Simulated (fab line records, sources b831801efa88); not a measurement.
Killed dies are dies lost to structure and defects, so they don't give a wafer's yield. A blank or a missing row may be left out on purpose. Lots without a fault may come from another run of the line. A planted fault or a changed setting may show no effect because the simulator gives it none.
Split-lot experiment | flow sfq_line | 5 lots, 15 wafers read, on a route of 325 steps

THE SPLIT
At SFQ_TRILAYER_M4_BARC_OPEN_METAL_ETCH_123 (etches BARC in O2, target depth 125 nm, time 41.7 s), the setting time_s was moved away from the recipe's 41.7 s on 4 of the 15 wafers read, by -9.5% to +13.1%. The other wafers ran this setting at the recipe's value.

The reading is taken at the split's own step.

THE READING
KrF_of_TRILAYER_M4_LITHO_COAT_093.thk_nm (the simulator's own value, which no gauge read), in nm, at SFQ_TRILAYER_M4_BARC_OPEN_METAL_ETCH_123 (etches BARC in O2, target depth 125 nm, time 41.7 s). The file gives no usual value for it. The 11 wafers here that ran the recipe average 523.2 nm, standard deviation 2.7 nm.

wafer  | tool, chamber at the split | time_s as run, s | against the recipe | KrF_of_TRILAYER_M4_LITHO_COAT_093.thk_nm, nm | against lot-mates on the recipe
L074.2 | rie_metal-01, 0            | 47.17            | +13.1%             | 518.4                                        | -7.4
L074.3 | rie_metal-01, 0            | 41.7             | recipe             | 526.3                                        | -
L074.4 | rie_metal-01, 1            | 41.7             | recipe             | 526                                          | -
L074.5 | rie_metal-01, 0            | 41.7             | recipe             | 525                                          | -
L074.6 | rie_metal-01, 1            | 47.17            | +13.1%             | 520.2                                        | -5.6
L079.1 | rie_metal-02, 1            | 41.7             | recipe             | 521.6                                        | -
L079.3 | rie_metal-02, 0            | 41.7             | recipe             | 522.7                                        | -
L079.6 | rie_metal-02, 0            | 41.7             | recipe             | 521.5                                        | -
L081.1 | rie_metal-03, 0            | 41.7             | recipe             | 523.8                                        | -
L081.3 | rie_metal-03, 0            | 45.3             | +8.6%              | 520.1                                        | -3.7
L084.5 | rie_metal-01, 0            | 37.72            | -9.5%              | 528.9                                        | +1.3
L084.6 | rie_metal-01, 1            | 41.7             | recipe             | 527.6                                        | -
L085.3 | rie_metal-03, 1            | 41.7             | recipe             | 519.1                                        | -
L085.4 | rie_metal-03, 0            | 41.7             | recipe             | 522.3                                        | -
L085.5 | rie_metal-03, 1            | 41.7             | recipe             | 519.2                                        | -

THE FIT
A straight line over all 15 wafers: KrF_of_TRILAYER_M4_LITHO_COAT_093.thk_nm changes by -0.374 nm for each +1% of time_s; r = -0.66; the points scatter about the line by 2.6 nm.
The same after taking each lot's own level away (the mean of its wafers on the recipe; 15 wafers): -0.403 nm for each +1%; r = -0.90; scatter 1.2 nm.
On that fit, the largest move of time_s shifts the reading by 5.3 nm.
The lots' own levels span 520.20 to 527.60 nm, that is 2.7 times the standard deviation above.
So the lot-to-lot level blurs the effect unless lot-mates are compared.
Check: with one of the wafers moved furthest among these (+13.1%) left out of the fit, the line predicts -4.7 nm for it against its lot-mates. It came out at -7.37 nm against them.

OTHER SPLITS ON THESE WAFERS
These wafers also went through other splits before the reading. Each is held against what the fit with the lots' levels taken away leaves over:
other split on the same wafers               | wafers away from the commonest value | r with KrF_of_TRILAYER_M4_LITHO_COAT_093.thk_nm (lot level and that fit taken away)
SFQ_TRILAYER_I3_VIA_LITHO_COAT_085 spin_rpm  | 3                                    | +0.56
SFQ_TRILAYER_I3_VIA_LITHO_PEB_088 peb_temp_c | 6                                    | -0.04
SFQ_TRILAYER_M4_DEP_SPUTTER_091 time_s       | 0                                    | -
SFQ_TRILAYER_M4_LITHO_PEB_096 peb_temp_c     | 7                                    | -0.23

THE FILE'S OWN FIT
KrF_of_TRILAYER_M4_LITHO_COAT_093.thk_nm changes by -0.426 nm for each +1% of time_s, r = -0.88.
